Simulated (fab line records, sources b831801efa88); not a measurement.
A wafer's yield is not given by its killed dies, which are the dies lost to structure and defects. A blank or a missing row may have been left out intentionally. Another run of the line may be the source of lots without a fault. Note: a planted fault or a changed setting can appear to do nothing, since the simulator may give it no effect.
Which of the tools did it? + flow sky130 + 33 wafers from 11 lots sampled at 3 of the route's 708 steps

WHAT EACH GAUGE READ, for each wafer
SKY_VT_ADJUST_HVTR_CD_MEAS_07: target cd 380 nm.
| lot  | measured     | on        | cd nm (nm)        |
|------|--------------|-----------|-------------------|
| L244 | day 9 17:50  | cd sem-01 | 376.8 375.4 374.4 |
| L245 | day 10 12:37 | cd sem-02 | 378.8 378.0 380.7 |
| L249 | day 11 16:08 | cd sem-01 | 379.5 379.2 381.8 |
| L250 | day 11 18:59 | cd sem-01 | 378.4 379.6 378.9 |
| L254 | day 12 21:56 | cd sem-02 | 380.0 380.1 381.3 |
| L255 | day 13 06:38 | cd sem-01 | 383.3 383.1 383.2 |
| L257 | day 14 00:43 | cd sem-02 | 380.0 379.0 377.8 |
| L258 | day 14 07:53 | cd sem-02 | 390.5 390.6 391.5 |
| L259 | day 14 12:24 | cd sem-01 | 389.9 390.9 388.8 |
| L260 | day 15 19:18 | cd sem-01 | 376.8 380.4 380.3 |
| L264 | day 16 10:07 | cd sem-01 | 382.5 380.3 379.4 |

WHICH TOOL RAN EACH LOT (tool, then ch and the chambers of the sampled wafers, then the start)
| lot  | SKY_VT_ADJUST_LVTN_STRIP_09          | SKY_VT_ADJUST_HVTR_COAT_02        |
|------|--------------------------------------|-----------------------------------|
| L244 | plasma asher-02 ch 0,1, day 7 04:29  | litho track-02 ch 0, day 9 06:23  |
| L245 | plasma asher-04 ch 0,1, day 7 22:14  | litho track-04 ch 0, day 10 01:58 |
| L249 | plasma asher-02 ch 0,1, day 8 20:29  | litho track-01 ch 0, day 11 03:50 |
| L250 | plasma asher-02 ch 0,1, day 8 23:59  | litho track-01 ch 0, day 11 06:50 |
| L254 | plasma asher-04 ch 0,1, day 9 22:11  | litho track-02 ch 0, day 12 09:20 |
| L255 | plasma asher-01 ch 0,1, day 10 06:14 | litho track-02 ch 0, day 12 18:20 |
| L257 | plasma asher-02 ch 0,1, day 10 23:17 | litho track-04 ch 0, day 13 11:40 |
| L258 | plasma asher-04 ch 0,1, day 11 05:10 | litho track-02 ch 0, day 13 18:38 |
| L259 | plasma asher-04 ch 0,1, day 11 09:22 | litho track-02 ch 0, day 13 23:26 |
| L260 | plasma asher-04 ch 0,1, day 12 14:05 | litho track-04 ch 0, day 15 05:16 |
| L264 | plasma asher-02 ch 0, day 13 02:43   | litho track-04 ch 0, day 15 19:25 |
- SKY_VT_ADJUST_LVTN_STRIP_09: strips in O2/N2.
- SKY_VT_ADJUST_HVTR_COAT_02: resist thk 1140 nm.

THE ANSWER, worked out from the rows above alone
Rule: the usual values come from the lots themselves. The widest of any qualifying gaps counts: lots, ordered by their means at a reading, are off when they make up no more than a third of the lots, leave a main group of 4 or more, and stand apart from it by 3 or more times the standard deviation of that group's means. A main group whose means are all the same, to the digits that the tables above print for the reading, isn't used. A lot without any number at a reading at which 4 lots or more have one is off too. The other lots that the step has rows for count as sound.
Off at SKY_VT_ADJUST_HVTR_CD_MEAS_07 (cd nm): L258, L259. For the main group the mean is 379.6 nm and the standard deviation 1.9.
A tool fits if, at a process step before that reading, it ran every lot that is off, and no sound lot after the first of them. Those tools and the gauges at SKY_VT_ADJUST_HVTR_CD_MEAS_07 are tried in the same way. One fits: litho track-02 at SKY_VT_ADJUST_HVTR_COAT_02. Its last sound lot is L255 (day 12 18:20), its first lot that is off L258 (day 13 18:38): a fault that began between those two fits.

WHAT WAS PUT IN BY THE SIMULATOR
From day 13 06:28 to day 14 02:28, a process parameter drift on litho track-02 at SKY_VT_ADJUST_HVTR_COAT_02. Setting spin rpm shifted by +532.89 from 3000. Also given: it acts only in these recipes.
Shown lots that were struck: L258, L259. The same result came from the rule above.
